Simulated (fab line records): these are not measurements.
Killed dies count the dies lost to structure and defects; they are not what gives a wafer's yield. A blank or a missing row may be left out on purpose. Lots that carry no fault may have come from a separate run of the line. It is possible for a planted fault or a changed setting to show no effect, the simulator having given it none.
Which tool was responsible? || flow gf180mcu || 6 lots, 18 wafers sampled, at 4 steps of a route of 602

WHAT THE GAUGES READ, wafer by wafer
GF_MIM_THK_MEAS_06.
{"lot": "L566", "measured": "day 25 21:29", "on": "film-metro-02", "MIM_CVD_05_THK (nm)": "41.8 42.1 42.3"}
{"lot": "L569", "measured": "day 27 03:04", "on": "film-metro-02", "MIM_CVD_05_THK (nm)": "41.5 41.8 41.6"}
{"lot": "L572", "measured": "day 28 01:18", "on": "film-metro-02", "MIM_CVD_05_THK (nm)": "45.5 45.8 40.9"}
{"lot": "L575", "measured": "day 28 19:58", "on": "film-metro-01", "MIM_CVD_05_THK (nm)": "46.4 41.8 46.9"}
{"lot": "L583", "measured": "day 30 21:17", "on": "film-metro-02", "MIM_CVD_05_THK (nm)": "40.9 41.3 41.4"}
{"lot": "L585", "measured": "day 31 10:19", "on": "film-metro-01", "MIM_CVD_05_THK (nm)": "42.2 43.0 42.3"}

EACH LOT AND THE TOOL THAT RAN IT (in order: tool; ch and the chambers of the sampled wafers; start)
{"lot": "L566", "GF_M3_STRIP_17": "plasma-asher-03 ch 0,1, day 22 21:00", "GF_MIM_SPUTTER_01": "pvd-sputter-01, day 25 21:20", "GF_MIM_CVD_05": "pecvd-01 ch 1,2, day 25 21:27"}
{"lot": "L569", "GF_M3_STRIP_17": "plasma-asher-03 ch 0,1, day 24 05:35", "GF_MIM_SPUTTER_01": "pvd-sputter-03, day 27 02:55", "GF_MIM_CVD_05": "pecvd-04 ch 0,2, day 27 03:02"}
{"lot": "L572", "GF_M3_STRIP_17": "plasma-asher-03 ch 0,1, day 25 05:18", "GF_MIM_SPUTTER_01": "pvd-sputter-03, day 28 01:09", "GF_MIM_CVD_05": "pecvd-04 ch 0,1,2, day 28 01:16"}
{"lot": "L575", "GF_M3_STRIP_17": "plasma-asher-04 ch 0,1, day 26 02:10", "GF_MIM_SPUTTER_01": "pvd-sputter-03, day 28 19:49", "GF_MIM_CVD_05": "pecvd-04 ch 0,1, day 28 19:56"}
{"lot": "L583", "GF_M3_STRIP_17": "plasma-asher-04 ch 0,1, day 28 06:54", "GF_MIM_SPUTTER_01": "pvd-sputter-03, day 30 21:07", "GF_MIM_CVD_05": "pecvd-01 ch 1,2, day 30 21:14"}
{"lot": "L585", "GF_M3_STRIP_17": "plasma-asher-04 ch 0,1, day 28 19:43", "GF_MIM_SPUTTER_01": "pvd-sputter-04, day 31 10:10", "GF_MIM_CVD_05": "pecvd-04 ch 0,2, day 31 10:17"}
- GF_M3_STRIP_17: strips in O2/N2.
- GF_MIM_SPUTTER_01: material TiN, target thk 30 nm, time 25 s.
- GF_MIM_CVD_05: deposits Si3N4, target thk 42 nm, time 29.086 s.

THE ANSWER, worked out from the rows above alone
Rule: the usual values come from the lots themselves. The widest of any qualifying gaps counts: lots, ordered by their means at a reading, are off when they make up no more than a third of the lots, leave a main group of 4 or more, and stand apart from it by 3 or more times the standard deviation of that group's means. If all means in a main group match to the digits the tables above print for the reading, that group is not used. Also off: a lot with no number at a reading for which 4 or more lots have one. The other lots that the step has rows for count as sound.
Off: L572, L575, seen at GF_MIM_THK_MEAS_06 (MIM_CVD_05_THK). The main group has a mean of 41.8 nm with a standard deviation of 0.48.
If a tool, at a process step before that reading, ran all the lots that are off and no sound lot after the first of them, it fits. Those tools and the gauges at GF_MIM_THK_MEAS_06 are tried in the same way. Of those tried, none fits.

WHAT THE SIMULATOR HAD PUT IN
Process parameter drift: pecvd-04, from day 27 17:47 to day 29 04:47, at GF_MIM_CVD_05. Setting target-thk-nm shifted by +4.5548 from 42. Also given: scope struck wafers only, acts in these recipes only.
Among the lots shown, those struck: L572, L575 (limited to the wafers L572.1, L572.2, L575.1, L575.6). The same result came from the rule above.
